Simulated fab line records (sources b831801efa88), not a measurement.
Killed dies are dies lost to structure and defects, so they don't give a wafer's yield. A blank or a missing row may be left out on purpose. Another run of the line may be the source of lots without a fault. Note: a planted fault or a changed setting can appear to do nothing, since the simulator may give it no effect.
fab line records ; flow gf180mcu
record lots=24; wafers=72; last_day=34
route steps=602 shown NWELL@49 VT_IMPLANT@119 V1@336 V2@403
lots that met no fault: taken from a fault-free run of the same line
start_h: hours from the record's first day to the start of the lot's first wafer shown ; wait_h: hours elapsed since this lot's preceding step ; " unchanged from the row above ; L1.1+2: a single row standing in for several wafers ; - either no value or no given start ; * or withheld: withheld ; < > ~ a bound
route shown NAME@n: names a module that has steps shown in the file, with the first one's number in the route ; usual: mean/standard deviation of fault-free wafers ; same: alike in all rows ; chamber/n: place in a boat ; sites: the reading at each site ; _std_site: the values' standard deviation ; _edge_site: outer sites' mean less inner sites' ; radius_mm: how far each site lies from the wafer's centre ; mask NAME#n: copy n ; behind: the most recent tool/chamber to have shaped the wafer ; hold: cause of the lot's hold/its duration in hours/its outcome ; device: transistor that didn't switch, given as n, p or np ; end of line: the route-end tests of the same wafers ; a step with no rows: only its recipe ; killed: count of dies lost to structure and defects at first sort (not the wafer's yield) ; map: shows each die of a wafer: x if killed, . if not, _ if none is there
set.NAME: the setting the step ran with; set.NAME@STEP: the setting that earlier step ran with ; model.NAME: the simulator's own value behind a step, which no gauge read
one table for each step of the route and one row for each wafer, over a sample of lots
services: the hour from which a tool's chamber was out of use, counted from the record's first day as start_h (under 0 if before that day), plus the number of hours and why
## steps
# step GF_NWELL_OVL_MEAS_07
# usual NWELL_OVL=-0.4/1.5
lot.wafer;tool;chamber;start_h;wait_h;NWELL_OVL[nm]
L074.1;overlay-02;-;57.76;-;-1.7
L074.2;overlay-02;-;57.76;-;-4.5
L074.4;overlay-02;-;57.76;-;-1.7
L075.1;overlay-01;-;61.09;-;1.3
L075.4;overlay-01;-;61.09;-;2.6
L075.6;overlay-01;-;61.09;-;-1.3
L076.1;overlay-01;-;66.79;-;-0.9
L076.2;overlay-01;-;66.79;-;-0.3
L076.4;overlay-01;-;66.79;-;-0.4
L077.1;overlay-01;-;70.51;-;1.6
L077.2;overlay-01;-;70.51;-;0.9
L077.4;overlay-01;-;70.51;-;2.8
L078.2;overlay-01;-;75.60;-;-1.4
L078.4;overlay-01;-;75.60;-;-1.4
L078.5;overlay-01;-;75.60;-;-0.8
L079.3;overlay-01;-;83.08;-;-0.2
L079.4;overlay-01;-;83.08;-;0.9
L079.5;overlay-01;-;83.08;-;0.0
L080.4;overlay-01;-;87.27;-;1.2
L080.5;overlay-01;-;87.27;-;-1.3
L080.6;overlay-01;-;87.27;-;1.7
L081.4;overlay-02;-;91.72;-;1.0
L081.5;overlay-02;-;91.72;-;0.3
L081.6;overlay-02;-;91.72;-;1.6
L082.1;overlay-02;-;99.86;-;0.3
L082.5;overlay-02;-;99.86;-;0.9
L082.6;overlay-02;-;99.86;-;0.0
L083.4;overlay-02;-;109.36;-;-1.6
L083.5;overlay-02;-;109.36;-;-1.8
L083.6;overlay-02;-;109.36;-;-0.6
L084.2;overlay-02;-;118.07;-;-3.2
L084.4;overlay-02;-;118.07;-;-3.2
L084.6;overlay-02;-;118.07;-;-3.5
L085.2;overlay-02;-;119.12;-;-1.3
L085.3;overlay-02;-;119.12;-;-0.6
L085.4;overlay-02;-;119.12;-;-0.7
L086.1;overlay-01;-;121.41;-;-1.9
L086.4;overlay-01;-;121.41;-;-3.4
L086.5;overlay-01;-;121.41;-;-1.4
L087.4;overlay-02;-;127.47;-;-1.4
L087.5;overlay-02;-;127.47;-;0.2
L087.6;overlay-02;-;127.47;-;0.6
L088.1;overlay-02;-;133.84;-;1.2
L088.3;overlay-02;-;133.84;-;1.2
L088.4;overlay-02;-;133.84;-;1.1
L089.1;overlay-02;-;139.16;-;0.0
L089.2;overlay-02;-;139.16;-;-0.7
L089.4;overlay-02;-;139.16;-;0.5
L091.3;overlay-01;-;148.76;-;-1.1
L091.5;overlay-01;-;148.76;-;-2.2
L091.6;overlay-01;-;148.76;-;0.5
L090.4;overlay-02;-;149.82;-;0.0
L090.5;overlay-02;-;149.82;-;-0.6
L090.6;overlay-02;-;149.82;-;2.6
L092.1;overlay-01;-;153.15;-;1.4
L092.2;overlay-01;-;153.15;-;0.3
L092.3;overlay-01;-;153.15;-;0.7
L093.1;overlay-01;-;158.35;-;-0.8
L093.2;overlay-01;-;158.35;-;-1.7
L093.4;overlay-01;-;158.35;-;-1.8
L094.1;overlay-02;-;165.20;-;-1.2
L094.4;overlay-02;-;165.20;-;-1.0
L094.5;overlay-02;-;165.20;-;-2.3
L095.1;overlay-01;-;171.95;-;2.0
L095.2;overlay-01;-;171.95;-;0.4
L095.6;overlay-01;-;171.95;-;1.3
L096.2;overlay-02;-;176.36;-;-1.2
L096.3;overlay-02;-;176.36;-;-0.2
L096.4;overlay-02;-;176.36;-;-2.0
L097.1;overlay-01;-;183.95;-;-0.4
L097.3;overlay-01;-;183.95;-;-0.2
L097.4;overlay-01;-;183.95;-;1.7
# step GF_VT_IMPLANT_OVL_MEAS_29
# usual VT_IMPLANT_02_OVL=0.0/1.3
lot.wafer;tool;chamber;start_h;wait_h;VT_IMPLANT_02_OVL[nm]
L074.1;overlay-02;-;142.66;0.1;0.8
L074.2;overlay-02;-;142.66;0.1;0.1
L074.4;overlay-02;-;142.66;0.1;-1.4
L075.1;overlay-01;-;148.09;0.1;0.7
L075.4;overlay-01;-;148.09;0.1;0.8
L075.6;overlay-01;-;148.09;0.1;-0.6
L076.1;overlay-02;-;152.06;0.1;-1.6
L076.2;overlay-02;-;152.06;0.1;0.0
L076.4;overlay-02;-;152.06;0.1;-2.4
L077.1;overlay-02;-;157.66;0.1;0.4
L077.2;overlay-02;-;157.66;0.1;-0.9
L077.4;overlay-02;-;157.66;0.1;1.6
L078.2;overlay-02;-;163.76;0.1;-0.7
L078.4;overlay-02;-;163.76;0.1;1.6
L078.5;overlay-02;-;163.76;0.1;0.0
L079.3;overlay-01;-;172.62;0.1;-0.3
L079.4;overlay-01;-;172.62;0.1;-1.2
L079.5;overlay-01;-;172.62;0.1;0.7
L080.4;overlay-02;-;177.27;0.1;1.9
L080.5;overlay-02;-;177.27;0.1;0.6
L080.6;overlay-02;-;177.27;0.1;1.9
L081.4;overlay-02;-;185.06;0.1;-1.8
L081.5;overlay-02;-;185.06;0.1;-3.5
L081.6;overlay-02;-;185.06;0.1;-1.9
L082.1;overlay-01;-;194.21;0.1;-1.7
L082.5;overlay-01;-;194.21;0.1;-2.1
L082.6;overlay-01;-;194.21;0.1;-2.7
L083.4;overlay-01;-;203.48;0.1;1.0
L083.5;overlay-01;-;203.48;0.1;-1.1
L083.6;overlay-01;-;203.48;0.1;0.9
L084.2;overlay-01;-;214.75;0.1;0.2
L084.4;overlay-01;-;214.75;0.1;-0.3
L084.6;overlay-01;-;214.75;0.1;0.6
L085.2;overlay-01;-;217.57;0.1;2.3
L085.3;overlay-01;-;217.57;0.1;2.4
L085.4;overlay-01;-;217.57;0.1;1.2
L086.1;overlay-02;-;219.09;0.1;0.1
L086.4;overlay-02;-;219.09;0.1;-0.2
L086.5;overlay-02;-;219.09;0.1;-0.5
L087.4;overlay-01;-;228.78;0.1;1.8
L087.5;overlay-01;-;228.78;0.1;2.0
L087.6;overlay-01;-;228.78;0.1;1.5
L088.1;overlay-02;-;234.29;0.1;-1.2
L088.3;overlay-02;-;234.29;0.1;-1.5
L088.4;overlay-02;-;234.29;0.1;-0.4
L089.1;overlay-01;-;240.35;0.1;0.0
L089.2;overlay-01;-;240.35;0.1;1.3
L089.4;overlay-01;-;240.35;0.1;1.5
L091.3;overlay-02;-;253.95;0.1;0.4
L091.5;overlay-02;-;253.95;0.1;-2.4
L091.6;overlay-02;-;253.95;0.1;-2.8
L090.4;overlay-01;-;254.02;0.1;0.7
L090.5;overlay-01;-;254.02;0.1;-1.7
L090.6;overlay-01;-;254.02;0.1;0.2
L092.1;overlay-02;-;258.51;0.1;-0.3
L092.2;overlay-02;-;258.51;0.1;-1.8
L092.3;overlay-02;-;258.51;0.1;-1.6
L093.1;overlay-01;-;264.05;0.1;-0.4
L093.2;overlay-01;-;264.05;0.1;0.2
L093.4;overlay-01;-;264.05;0.1;0.6
L094.1;overlay-01;-;271.61;0.1;0.5
L094.4;overlay-01;-;271.61;0.1;-0.9
L094.5;overlay-01;-;271.61;0.1;-0.1
L095.1;overlay-01;-;279.25;0.1;-1.3
L095.2;overlay-01;-;279.25;0.1;-0.7
L095.6;overlay-01;-;279.25;0.1;0.1
L096.2;overlay-02;-;287.12;0.1;0.7
L096.3;overlay-02;-;287.12;0.1;-2.3
L096.4;overlay-02;-;287.12;0.1;-0.8
L097.1;overlay-02;-;296.30;0.1;0.6
L097.3;overlay-02;-;296.30;0.1;1.4
L097.4;overlay-02;-;296.30;0.1;1.4
# step GF_V1_THK_MEAS_01
# recipe reads=SiO2_of_V1_CVD_00
# usual V1_CVD_00_THK=569/6.8
lot.wafer;tool;chamber;start_h;wait_h;V1_CVD_00_THK[nm]
L074.1;film_metro-03;-;387.29;0.0;566
L074.2;film_metro-03;-;387.29;0.0;575
L074.4;film_metro-03;-;387.29;0.0;561
L075.1;film_metro-03;-;396.31;0.0;565
L075.4;film_metro-03;-;396.31;0.0;569
L075.6;film_metro-03;-;396.31;0.0;576
L076.1;film_metro-02;-;401.61;0.0;570
L076.2;film_metro-02;-;401.61;0.0;553
L076.4;film_metro-02;-;401.61;0.0;552
L077.1;film_metro-03;-;407.37;0.0;571
L077.2;film_metro-03;-;407.37;0.0;556
L077.4;film_metro-03;-;407.37;0.0;571
L078.2;film_metro-02;-;421.93;0.0;576
L078.4;film_metro-02;-;421.93;0.0;564
L078.5;film_metro-02;-;421.93;0.0;580
L079.3;film_metro-04;-;429.96;0.1;552
L079.4;film_metro-04;-;429.96;0.1;565
L079.5;film_metro-04;-;429.96;0.1;560
L080.4;film_metro-02;-;438.86;0.0;556
L080.5;film_metro-02;-;438.86;0.0;574
L080.6;film_metro-02;-;438.86;0.0;564
L081.4;film_metro-02;-;442.91;0.0;575
L081.5;film_metro-02;-;442.91;0.0;563
L081.6;film_metro-02;-;442.91;0.0;577
L082.1;film_metro-03;-;458.83;0.0;563
L082.5;film_metro-03;-;458.83;0.0;567
L082.6;film_metro-03;-;458.83;0.0;558
L083.4;film_metro-02;-;476.23;0.0;572
L083.5;film_metro-02;-;476.23;0.0;568
L083.6;film_metro-02;-;476.23;0.0;569
L084.2;film_metro-02;-;487.80;0.0;566
L084.4;film_metro-02;-;487.80;0.0;576
L084.6;film_metro-02;-;487.80;0.0;570
L085.2;film_metro-04;-;489.37;0.0;569
L085.3;film_metro-04;-;489.37;0.0;555
L085.4;film_metro-04;-;489.37;0.0;574
L086.1;film_metro-02;-;494.44;0.0;568
L086.4;film_metro-02;-;494.44;0.0;566
L086.5;film_metro-02;-;494.44;0.0;562
L087.4;film_metro-02;-;505.85;0.0;567
L087.5;film_metro-02;-;505.85;0.0;569
L087.6;film_metro-02;-;505.85;0.0;568
L088.1;film_metro-04;-;515.86;0.0;566
L088.3;film_metro-04;-;515.86;0.0;561
L088.4;film_metro-04;-;515.86;0.0;560
L089.1;film_metro-04;-;525.79;0.0;561
L089.2;film_metro-04;-;525.79;0.0;577
L089.4;film_metro-04;-;525.79;0.0;558
L091.3;film_metro-04;-;535.37;0.1;584
L091.5;film_metro-04;-;535.37;0.1;574
L091.6;film_metro-04;-;535.37;0.1;573
L090.4;film_metro-04;-;538.00;0.0;590
L090.5;film_metro-04;-;538.00;0.0;570
L090.6;film_metro-04;-;538.00;0.0;568
L092.1;film_metro-02;-;545.13;0.0;571
L092.2;film_metro-02;-;545.13;0.0;571
L092.3;film_metro-02;-;545.13;0.0;559
L093.1;film_metro-04;-;555.96;0.0;571
L093.2;film_metro-04;-;555.96;0.0;579
L093.4;film_metro-04;-;555.96;0.0;572
L094.1;film_metro-02;-;566.03;0.0;577
L094.4;film_metro-02;-;566.03;0.0;563
L094.5;film_metro-02;-;566.03;0.0;564
L095.1;film_metro-03;-;572.84;0.0;567
L095.2;film_metro-03;-;572.84;0.0;576
L095.6;film_metro-03;-;572.84;0.0;568
L096.2;film_metro-04;-;580.55;0.0;574
L096.3;film_metro-04;-;580.55;0.0;572
L096.4;film_metro-04;-;580.55;0.0;567
L097.1;film_metro-03;-;588.49;0.0;573
L097.3;film_metro-03;-;588.49;0.0;572
L097.4;film_metro-03;-;588.49;0.0;571
# step GF_V1_SPUTTER_21
# recipe material=Ti; target_thk_nm=15; chamber_pressure_pa=5.109; power_w=2500; substrate_temp_c=200; time_s=80.02
# usual throttle_valve_pct=29.8/1.1
# same time_s=80.02
lot.wafer;tool;chamber;start_h;wait_h;throttle_valve_pct
L074.1;pvd_sputter-02;-;412.43;0.0;30.5
L074.2;pvd_sputter-02;-;412.43;0.0;29.9
L074.4;pvd_sputter-02;-;412.43;0.0;30.5
L075.1;pvd_sputter-01;-;421.12;0.0;31.3
L075.4;pvd_sputter-01;-;421.12;0.0;30.8
L075.6;pvd_sputter-01;-;421.12;0.0;31.5
L076.1;pvd_sputter-01;-;426.13;0.0;31.3
L076.2;pvd_sputter-01;-;426.13;0.0;30.9
L076.4;pvd_sputter-01;-;426.13;0.0;29.0
L077.1;pvd_sputter-04;-;432.07;0.0;31.7
L077.2;pvd_sputter-04;-;432.07;0.0;29.3
L077.4;pvd_sputter-04;-;432.07;0.0;27.9
L078.2;pvd_sputter-04;-;447.47;0.0;29.5
L078.4;pvd_sputter-04;-;447.47;0.0;31.8
L078.5;pvd_sputter-04;-;447.47;0.0;29.3
L079.3;pvd_sputter-02;-;455.87;0.0;30.5
L079.4;pvd_sputter-02;-;455.87;0.0;28.3
L079.5;pvd_sputter-02;-;455.87;0.0;30.3
L080.4;pvd_sputter-01;-;464.39;0.0;30.0
L080.5;pvd_sputter-01;-;464.39;0.0;30.9
L080.6;pvd_sputter-01;-;464.39;0.0;29.2
L081.4;pvd_sputter-01;-;468.88;0.0;31.0
L081.5;pvd_sputter-01;-;468.88;0.0;29.0
L081.6;pvd_sputter-01;-;468.88;0.0;31.1
L082.1;pvd_sputter-01;-;484.11;0.0;30.0
L082.5;pvd_sputter-01;-;484.11;0.0;28.9
L082.6;pvd_sputter-01;-;484.11;0.0;31.5
L083.4;pvd_sputter-02;-;501.35;0.0;29.8
L083.5;pvd_sputter-02;-;501.35;0.0;30.5
L083.6;pvd_sputter-02;-;501.35;0.0;30.5
L084.2;pvd_sputter-02;-;512.20;0.0;27.7
L084.4;pvd_sputter-02;-;512.20;0.0;30.1
L084.6;pvd_sputter-02;-;512.20;0.0;29.8
L085.2;pvd_sputter-04;-;514.43;0.0;27.8
L085.3;pvd_sputter-04;-;514.43;0.0;29.4
L085.4;pvd_sputter-04;-;514.43;0.0;29.5
L086.1;pvd_sputter-04;-;519.18;0.0;31.8
L086.4;pvd_sputter-04;-;519.18;0.0;29.3
L086.5;pvd_sputter-04;-;519.18;0.0;31.6
L087.4;pvd_sputter-02;-;530.65;0.0;30.3
L087.5;pvd_sputter-02;-;530.65;0.0;30.4
L087.6;pvd_sputter-02;-;530.65;0.0;30.5
L088.1;pvd_sputter-04;-;540.55;0.0;28.1
L088.3;pvd_sputter-04;-;540.55;0.0;29.4
L088.4;pvd_sputter-04;-;540.55;0.0;31.9
L089.1;pvd_sputter-02;-;549.66;0.0;30.3
L089.2;pvd_sputter-02;-;549.66;0.0;28.1
L089.4;pvd_sputter-02;-;549.66;0.0;30.7
L091.3;pvd_sputter-02;-;559.78;0.0;30.2
L091.5;pvd_sputter-02;-;559.78;0.0;30.2
L091.6;pvd_sputter-02;-;559.78;0.0;30.4
L090.4;pvd_sputter-04;-;561.96;0.0;28.0
L090.5;pvd_sputter-04;-;561.96;0.0;28.2
L090.6;pvd_sputter-04;-;561.96;0.0;29.5
L092.1;pvd_sputter-01;-;568.81;0.0;30.9
L092.2;pvd_sputter-01;-;568.81;0.0;28.9
L092.3;pvd_sputter-01;-;568.81;0.0;31.2
L093.1;pvd_sputter-01;-;577.97;0.0;28.9
L093.2;pvd_sputter-01;-;577.97;0.0;30.9
L093.4;pvd_sputter-01;-;577.97;0.0;30.2
L094.1;pvd_sputter-02;-;587.36;0.0;30.2
L094.4;pvd_sputter-02;-;587.36;0.0;29.9
L094.5;pvd_sputter-02;-;587.36;0.0;27.8
L095.1;pvd_sputter-02;-;595.21;0.0;30.2
L095.2;pvd_sputter-02;-;595.21;0.0;29.7
L095.6;pvd_sputter-02;-;595.21;0.0;30.3
L096.2;pvd_sputter-04;-;602.92;0.0;31.7
L096.3;pvd_sputter-04;-;602.92;0.0;29.5
L096.4;pvd_sputter-04;-;602.92;0.0;29.6
L097.1;pvd_sputter-04;-;610.67;0.0;29.7
L097.3;pvd_sputter-04;-;610.67;0.0;29.5
L097.4;pvd_sputter-04;-;610.67;0.0;31.9
# step GF_V1_SPUTTER_22
# recipe material=TiN; target_thk_nm=10; chamber_pressure_pa=5; power_w=4000; time_s=40
# usual throttle_valve_pct=29.8/1.1
# same time_s=40
lot.wafer;tool;chamber;start_h;wait_h;throttle_valve_pct
L074.1;pvd_sputter-02;-;412.49;0.0;30.4
L074.2;pvd_sputter-02;-;412.49;0.0;29.6
L074.4;pvd_sputter-02;-;412.49;0.0;30.4
L075.1;pvd_sputter-01;-;421.18;0.0;31.3
L075.4;pvd_sputter-01;-;421.18;0.0;31.0
L075.6;pvd_sputter-01;-;421.18;0.0;31.6
L076.1;pvd_sputter-01;-;426.19;0.0;31.2
L076.2;pvd_sputter-01;-;426.19;0.0;30.8
L076.4;pvd_sputter-01;-;426.19;0.0;29.1
L077.1;pvd_sputter-04;-;432.13;0.0;31.3
L077.2;pvd_sputter-04;-;432.13;0.0;29.4
L077.4;pvd_sputter-04;-;432.13;0.0;28.1
L078.2;pvd_sputter-04;-;447.53;0.0;29.6
L078.4;pvd_sputter-04;-;447.53;0.0;31.8
L078.5;pvd_sputter-04;-;447.53;0.0;29.3
L079.3;pvd_sputter-02;-;455.93;0.0;30.5
L079.4;pvd_sputter-02;-;455.93;0.0;28.2
L079.5;pvd_sputter-02;-;455.93;0.0;30.8
L080.4;pvd_sputter-01;-;464.45;0.0;30.3
L080.5;pvd_sputter-01;-;464.45;0.0;30.8
L080.6;pvd_sputter-01;-;464.45;0.0;29.1
L081.4;pvd_sputter-01;-;468.94;0.0;31.1
L081.5;pvd_sputter-01;-;468.94;0.0;29.4
L081.6;pvd_sputter-01;-;468.94;0.0;31.1
L082.1;pvd_sputter-01;-;484.17;0.0;29.8
L082.5;pvd_sputter-01;-;484.17;0.0;29.1
L082.6;pvd_sputter-01;-;484.17;0.0;31.4
L083.4;pvd_sputter-02;-;501.41;0.0;29.9
L083.5;pvd_sputter-02;-;501.41;0.0;30.5
L083.6;pvd_sputter-02;-;501.41;0.0;30.6
L084.2;pvd_sputter-02;-;512.27;0.0;28.2
L084.4;pvd_sputter-02;-;512.27;0.0;30.5
L084.6;pvd_sputter-02;-;512.27;0.0;30.0
L085.2;pvd_sputter-04;-;514.50;0.0;27.9
L085.3;pvd_sputter-04;-;514.50;0.0;29.5
L085.4;pvd_sputter-04;-;514.50;0.0;29.7
L086.1;pvd_sputter-04;-;519.24;0.0;31.7
L086.4;pvd_sputter-04;-;519.24;0.0;29.6
L086.5;pvd_sputter-04;-;519.24;0.0;31.6
L087.4;pvd_sputter-02;-;530.71;0.0;30.6
L087.5;pvd_sputter-02;-;530.71;0.0;30.2
L087.6;pvd_sputter-02;-;530.71;0.0;30.4
L088.1;pvd_sputter-04;-;540.61;0.0;27.9
L088.3;pvd_sputter-04;-;540.61;0.0;29.6
L088.4;pvd_sputter-04;-;540.61;0.0;31.4
L089.1;pvd_sputter-02;-;549.73;0.0;30.4
L089.2;pvd_sputter-02;-;549.73;0.0;28.2
L089.4;pvd_sputter-02;-;549.73;0.0;30.5
L091.3;pvd_sputter-02;-;559.84;0.0;30.7
L091.5;pvd_sputter-02;-;559.84;0.0;30.6
L091.6;pvd_sputter-02;-;559.84;0.0;30.6
L090.4;pvd_sputter-04;-;562.02;0.0;28.1
L090.5;pvd_sputter-04;-;562.02;0.0;28.2
L090.6;pvd_sputter-04;-;562.02;0.0;29.4
L092.1;pvd_sputter-01;-;568.88;0.0;30.9
L092.2;pvd_sputter-01;-;568.88;0.0;28.9
L092.3;pvd_sputter-01;-;568.88;0.0;31.0
L093.1;pvd_sputter-01;-;578.03;0.0;29.1
L093.2;pvd_sputter-01;-;578.03;0.0;30.8
L093.4;pvd_sputter-01;-;578.03;0.0;29.9
L094.1;pvd_sputter-02;-;587.43;0.0;30.6
L094.4;pvd_sputter-02;-;587.43;0.0;29.8
L094.5;pvd_sputter-02;-;587.43;0.0;27.9
L095.1;pvd_sputter-02;-;595.27;0.0;30.5
L095.2;pvd_sputter-02;-;595.27;0.0;29.8
L095.6;pvd_sputter-02;-;595.27;0.0;30.5
L096.2;pvd_sputter-04;-;602.99;0.0;31.6
L096.3;pvd_sputter-04;-;602.99;0.0;29.7
L096.4;pvd_sputter-04;-;602.99;0.0;29.9
L097.1;pvd_sputter-04;-;610.73;0.0;29.6
L097.3;pvd_sputter-04;-;610.73;0.0;29.7
L097.4;pvd_sputter-04;-;610.73;0.0;32.0
# step GF_V2_SPUTTER_21
# recipe material=Ti; target_thk_nm=15; chamber_pressure_pa=5; power_w=2500; substrate_temp_c=200; time_s=80.02
# usual throttle_valve_pct=29.6/1.1
# same time_s=80.02
lot.wafer;tool;chamber;start_h;wait_h;throttle_valve_pct
L074.1;pvd_sputter-02;-;463.72;0.0;30.3
L074.2;pvd_sputter-02;-;463.72;0.0;29.9
L074.4;pvd_sputter-02;-;463.72;0.0;28.0
L075.1;pvd_sputter-03;-;473.13;0.0;30.4
L075.4;pvd_sputter-03;-;473.13;0.0;29.1
L075.6;pvd_sputter-03;-;473.13;0.0;29.4
L076.1;pvd_sputter-04;-;476.75;0.0;29.5
L076.2;pvd_sputter-04;-;476.75;0.0;28.0
L076.4;pvd_sputter-04;-;476.75;0.0;31.8
L077.1;pvd_sputter-03;-;483.12;0.0;29.6
L077.2;pvd_sputter-03;-;483.12;0.0;29.3
L077.4;pvd_sputter-03;-;483.12;0.0;29.6
L078.2;pvd_sputter-04;-;499.11;0.0;28.1
L078.4;pvd_sputter-04;-;499.11;0.0;29.5
L078.5;pvd_sputter-04;-;499.11;0.0;29.2
L079.3;pvd_sputter-02;-;506.91;0.0;30.4
L079.4;pvd_sputter-02;-;506.91;0.0;28.2
L079.5;pvd_sputter-02;-;506.91;0.0;27.9
L080.4;pvd_sputter-04;-;515.27;0.0;29.5
L080.5;pvd_sputter-04;-;515.27;0.0;29.5
L080.6;pvd_sputter-04;-;515.27;0.0;31.7
L081.4;pvd_sputter-02;-;520.12;0.0;30.2
L081.5;pvd_sputter-02;-;520.12;0.0;30.4
L081.6;pvd_sputter-02;-;520.12;0.0;28.1
L082.1;pvd_sputter-04;-;534.33;0.0;29.5
L082.5;pvd_sputter-04;-;534.33;0.0;29.8
L082.6;pvd_sputter-04;-;534.33;0.0;28.2
L083.4;pvd_sputter-02;-;550.92;0.0;30.2
L083.5;pvd_sputter-02;-;550.92;0.0;30.3
L083.6;pvd_sputter-02;-;550.92;0.0;30.3
L084.2;pvd_sputter-04;-;560.42;0.0;31.7
L084.4;pvd_sputter-04;-;560.42;0.0;29.4
L084.6;pvd_sputter-04;-;560.42;0.0;29.6
L085.2;pvd_sputter-02;-;563.35;0.0;30.5
L085.3;pvd_sputter-02;-;563.35;0.0;30.1
L085.4;pvd_sputter-02;-;563.35;0.0;28.0
L086.1;pvd_sputter-02;-;566.98;0.0;29.7
L086.4;pvd_sputter-02;-;566.98;0.0;28.1
L086.5;pvd_sputter-02;-;566.98;0.0;30.6
L087.4;pvd_sputter-04;-;577.41;0.0;31.6
L087.5;pvd_sputter-04;-;577.41;0.0;29.4
L087.6;pvd_sputter-04;-;577.41;0.0;29.5
L088.1;pvd_sputter-03;-;587.52;0.0;27.5
L088.3;pvd_sputter-03;-;587.52;0.0;29.2
L088.4;pvd_sputter-03;-;587.52;0.0;29.3
L089.1;pvd_sputter-04;-;596.37;0.0;29.4
L089.2;pvd_sputter-04;-;596.37;0.0;31.7
L089.4;pvd_sputter-04;-;596.37;0.0;29.7
L091.3;pvd_sputter-03;-;604.39;0.0;29.4
L091.5;pvd_sputter-03;-;604.39;0.0;29.6
L091.6;pvd_sputter-03;-;604.39;0.0;27.7
L090.4;pvd_sputter-03;-;607.44;0.0;27.8
L090.5;pvd_sputter-03;-;607.44;0.0;29.2
L090.6;pvd_sputter-03;-;607.44;0.0;29.4
L092.1;pvd_sputter-04;-;612.66;0.0;29.4
L092.2;pvd_sputter-04;-;612.66;0.0;29.4
L092.3;pvd_sputter-04;-;612.66;0.0;28.1
L093.1;pvd_sputter-02;-;621.76;0.0;30.3
L093.2;pvd_sputter-02;-;621.76;0.0;30.4
L093.4;pvd_sputter-02;-;621.76;0.0;28.1
L094.1;pvd_sputter-04;-;631.24;0.0;29.8
L094.4;pvd_sputter-04;-;631.24;0.0;27.9
L094.5;pvd_sputter-04;-;631.24;0.0;28.1
L095.1;pvd_sputter-04;-;638.84;0.0;31.5
L095.2;pvd_sputter-04;-;638.84;0.0;29.5
L095.6;pvd_sputter-04;-;638.84;0.0;31.7
L096.2;pvd_sputter-03;-;644.87;0.0;29.4
L096.3;pvd_sputter-03;-;644.87;0.0;27.5
L096.4;pvd_sputter-03;-;644.87;0.0;29.3
L097.1;pvd_sputter-04;-;652.84;0.0;29.3
L097.3;pvd_sputter-04;-;652.84;0.0;27.8
L097.4;pvd_sputter-04;-;652.84;0.0;29.5
## services
tool;chamber;start_h;hours;kind
pvd_sputter-01;2;410.35;-;consumable_replace:kit
pvd_sputter-01;2;410.35;18.0;scheduled_down
pvd_sputter-01;2;410.35;18.0;vent_cycle
pvd_sputter-03;0;466.06;-;consumable_replace:kit
pvd_sputter-03;0;466.06;18.0;scheduled_down
pvd_sputter-03;0;466.06;18.0;vent_cycle
pvd_sputter-01;-;571.73;1.6;repair
pvd_sputter-04;2;578.89;-;consumable_replace:kit
pvd_sputter-04;2;578.89;18.0;scheduled_down
pvd_sputter-04;2;578.89;18.0;vent_cycle
pvd_sputter-02;-;602.32;5.0;repair
pvd_sputter-01;1;610.57;-;consumable_replace:kit
pvd_sputter-01;1;610.57;18.0;scheduled_down
pvd_sputter-01;1;610.57;18.0;vent_cycle
pvd_sputter-03;3;613.58;-;consumable_replace:kit
pvd_sputter-03;3;613.58;18.0;scheduled_down
pvd_sputter-03;3;613.58;18.0;vent_cycle
pvd_sputter-02;-;632.04;21.4;repair
## key
fault none
